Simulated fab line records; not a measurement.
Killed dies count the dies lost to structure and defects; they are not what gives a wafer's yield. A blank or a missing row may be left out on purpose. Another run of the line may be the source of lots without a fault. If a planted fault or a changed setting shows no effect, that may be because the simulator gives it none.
Which tool is to blame? | flow sky130 | 30 wafers from 10 lots sampled at 4 of the route's 708 steps

## WHAT EACH GAUGE READ, for each wafer
SKY_NWELL_THK_MEAS_02.
lot  | measured    | on            | NWELL_OXIDATION_THK (nm)
L488 | day 3 02:55 | film metro-01 | 10.15 10.22 10.11
L492 | day 4 10:49 | film metro-04 | 10.02 10.07 9.73
L493 | day 4 10:47 | film metro-02 | 9.97 9.92 9.76
L494 | day 5 03:44 | film metro-02 | 2.82 2.92 2.87
L495 | day 5 03:43 | film metro-04 | 2.68 2.69 2.62
L496 | day 5 03:46 | film metro-01 | 2.48 2.60 2.56
L501 | day 6 10:17 | film metro-04 | 10.15 10.21 10.14
L505 | day 6 21:15 | film metro-04 | 9.88 9.87 9.87
L508 | day 7 05:50 | film metro-04 | 10.02 9.77 9.79
L507 | day 7 05:49 | film metro-02 | 10.12 9.93 9.91

SKY_SONOS_ONO_THK_MEAS_05.
lot  | measured     | on            | SONOS_ONO_CVD_04_THK (nm)
L488 | day 12 07:41 | film metro-04 | 5.52 5.62 5.63
L492 | day 14 10:04 | film metro-03 | 5.62 5.72 5.58
L493 | day 14 11:18 | film metro-01 | 5.83 5.88 5.87
L494 | day 15 20:17 | film metro-03 | 5.71 5.71 5.72
L495 | day 15 20:16 | film metro-04 | 5.71 5.68 5.66
L496 | day 15 20:17 | film metro-01 | 5.92 5.76 5.89
L501 | day 17 13:47 | film metro-04 | 5.75 5.80 5.75
L505 | day 18 09:54 | film metro-04 | 5.93 5.92 5.81
L508 | day 18 20:46 | film metro-01 | 5.79 5.87 5.75
L507 | day 18 23:35 | film metro-03 | 5.66 5.72 5.68

## WHAT TOOL EACH LOT RAN ON (gives the tool, then ch and the chambers of the sampled wafers, and finally the start)
lot  | SKY_FIELD_ISO_ETCH_17           | SKY_NWELL_OXIDATION_01
L488 | rie si-01 ch 1,2, day 2 16:34   | furnace-01 ch 0, day 3 01:31
L492 | rie si-02 ch 0,1,3, day 3 14:58 | furnace-01 ch 0, day 4 09:24
L493 | rie si-01 ch 3, day 3 17:59     | furnace-01 ch 0, day 4 09:24
L494 | rie si-01 ch 0,1,3, day 3 22:47 | furnace-01 ch 0, day 5 02:20
L495 | rie si-01 ch 1,2,3, day 4 07:47 | furnace-01 ch 0, day 5 02:20
L496 | rie si-02 ch 1,2, day 4 07:55   | furnace-01 ch 0, day 5 02:20
L501 | rie si-02 ch 0,1,3, day 5 17:26 | furnace-02 ch 0, day 6 08:53
L505 | rie si-01 ch 2,3, day 6 13:47   | furnace-02 ch 0, day 6 19:50
L508 | rie si-01 ch 0,2,3, day 6 23:22 | furnace-02 ch 0, day 7 04:25
L507 | rie si-02 ch 1,2,3, day 6 23:31 | furnace-02 ch 0, day 7 04:25
- SKY_FIELD_ISO_ETCH_17: etches Si in HBr/Cl2/O2, target depth 342 nm, time 97.7 s.
- SKY_NWELL_OXIDATION_01: stabilise 600 s, purge 300 s, target thk 10 nm.

## AS READ BY THE TOOLS THEMSELVES (means over the sampled wafers that have a number; for cases with no such wafer, the mark the record gives instead)
SKY_FIELD_ISO_ETCH_17.
lot  | tool      | O2_flow_sccm (sccm) | drypump motor current A (A) | oes product au (a.u.) | throttle valve pct (%)
L488 | rie si-01 | 6.018               | 5.7                         | 0.998                 | 25.663
L492 | rie si-02 | 6.000               | 5.5                         | 1.005                 | 25.642
L493 | rie si-01 | 5.976               | 5.4                         | 0.994                 | 25.660
L494 | rie si-01 | 6.001               | 5.4                         | 1.007                 | 25.654
L495 | rie si-01 | 6.020               | 5.5                         | 0.997                 | 25.652
L496 | rie si-02 | 5.985               | 5.7                         | 1.006                 | 25.654
L501 | rie si-02 | 6.001               | 5.5                         | 0.998                 | 25.644
L505 | rie si-01 | 6.007               | 5.6                         | 0.996                 | 25.656
L508 | rie si-01 | 6.005               | 5.8                         | 0.994                 | 25.664
L507 | rie si-02 | 5.998               | 5.7                         | 1.003                 | 25.651

SKY_NWELL_OXIDATION_01.
lot  | tool       | spike tc bottom C (C) | spike tc centre C (C) | spike tc lower C (C) | spike tc top C (C) | spike tc upper C (C) | tube center temp C (C) | tube_center_temp_C_max | zone power bottom pct (%) | zone power lower pct (%) | zone power top pct (%) | zone power upper pct (%)
L488 | furnace-01 | 923                   | 899.2                 | 898.9                | 912.9              | 898.2                | 899.89                 | 902.1                  | 28.4                      | 17.1                     | 34.5                   | 18.65
L492 | furnace-01 | 925                   | 899.7                 | 898.6                | 913.0              | 898.5                | 900.09                 | 902.3                  | 28.4                      | 17.1                     | 34.3                   | 18.58
L493 | furnace-01 | 923                   | 899.8                 | 899.9                | 913.8              | 897.3                | 900.00                 | 902.6                  | 28.7                      | 17.1                     | 34.3                   | 18.57
L494 | furnace-01 | 820                   | 794.3                 | 794.5                | 811.1              | 793.4                | 794.79                 | 797.5                  | 21.6                      | 13.2                     | 28.4                   | 14.35
L495 | furnace-01 | 820                   | 794.3                 | 793.5                | 811.6              | 793.8                | 794.62                 | 796.7                  | 21.8                      | 13.2                     | 28.3                   | 14.15
L496 | furnace-01 | 820                   | 794.5                 | 794.6                | 810.1              | 792.8                | 794.66                 | 797.0                  | 21.6                      | 13.2                     | 28.2                   | 14.40
L501 | furnace-02 | 915                   | 900.3                 | 900.4                | 912.4              | 898.7                | 899.86                 | 902.2                  | 25.0                      | 19.8                     | 33.7                   | 18.68
L505 | furnace-02 | 915                   | 900.1                 | 901.4                | 911.5              | 897.3                | 899.92                 | 902.5                  | 24.9                      | 19.9                     | 34.0                   | 18.65
L508 | furnace-02 | 916                   | 898.6                 | 901.7                | 911.4              | 898.7                | 900.06                 | 902.4                  | 24.9                      | 19.9                     | 34.0                   | 18.63
L507 | furnace-02 | 916                   | 901.2                 | 900.9                | 911.4              | 897.6                | 899.92                 | 902.1                  | 25.3                      | 19.7                     | 33.5                   | 18.79

## THE ANSWER, worked out from the rows above alone
Rule: the usual values come from the lots themselves. The widest of any qualifying gaps counts: lots, ordered by their means at a reading, are off when they make up no more than a third of the lots, leave a main group of 4 or more, and stand apart from it by 3 or more times the standard deviation of that group's means. The tables above print the reading to a certain number of digits; a main group whose means all agree to those digits is not used. Also off: a lot with no number at a reading for which 4 or more lots have one. Where the step has rows for the other lots, those lots are counted as sound. First the gauges in route order, then the tools' own readings, where a lot's mean is used as printed above. At the first step where some lot is off, the reading lying furthest off is the one used; lots without a number count as furthest.
Off: L494, L495, L496, at SKY_NWELL_THK_MEAS_02 (NWELL_OXIDATION_THK). Main group: mean 9.98 nm, sd 0.12.
If a tool, at a process step before that reading, ran all the lots that are off and no sound lot after the first of them, it fits. The gauges at SKY_NWELL_THK_MEAS_02 aren't tried: what is off there is off at SKY_NWELL_OXIDATION_01 too, on other tools, and a gauge's error can't cause that. One fits: furnace-01 at SKY_NWELL_OXIDATION_01. Its last sound lot is L492 (day 4 09:24), its first lot that is off L494 (day 5 02:20): a fault that began between those two fits.
The tool's own readings at SKY_NWELL_OXIDATION_01 bear it out: on the lots that are off they differ by more than 5 times the standard deviation of the sound lots' means. spike tc bottom C reads 820 C there against 919 C on the sound lots; spike tc centre C reads 794.4 C there against 899.8 C on the sound lots; spike tc lower C reads 794.2 C there against 900.3 C on the sound lots; spike tc top C reads 810.9 C there against 912.3 C on the sound lots; spike tc upper C reads 793.3 C there against 898.0 C on the sound lots; tube center temp C reads 794.69 C there against 899.96 C on the sound lots; tube_center_temp_C_max reads 797.1 there against 902.3 on the sound lots; zone power top pct reads 28.3 % there against 34.0 % on the sound lots; zone power upper pct reads 14.30 % there against 18.65 % on the sound lots.

## WHAT THE SIMULATOR HAD INSERTED
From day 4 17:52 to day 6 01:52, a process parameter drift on furnace-01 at SKY_NWELL_OXIDATION_01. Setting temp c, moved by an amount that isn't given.
Shown lots that were struck: L495, L494, L496. This agrees with what the rule above found.
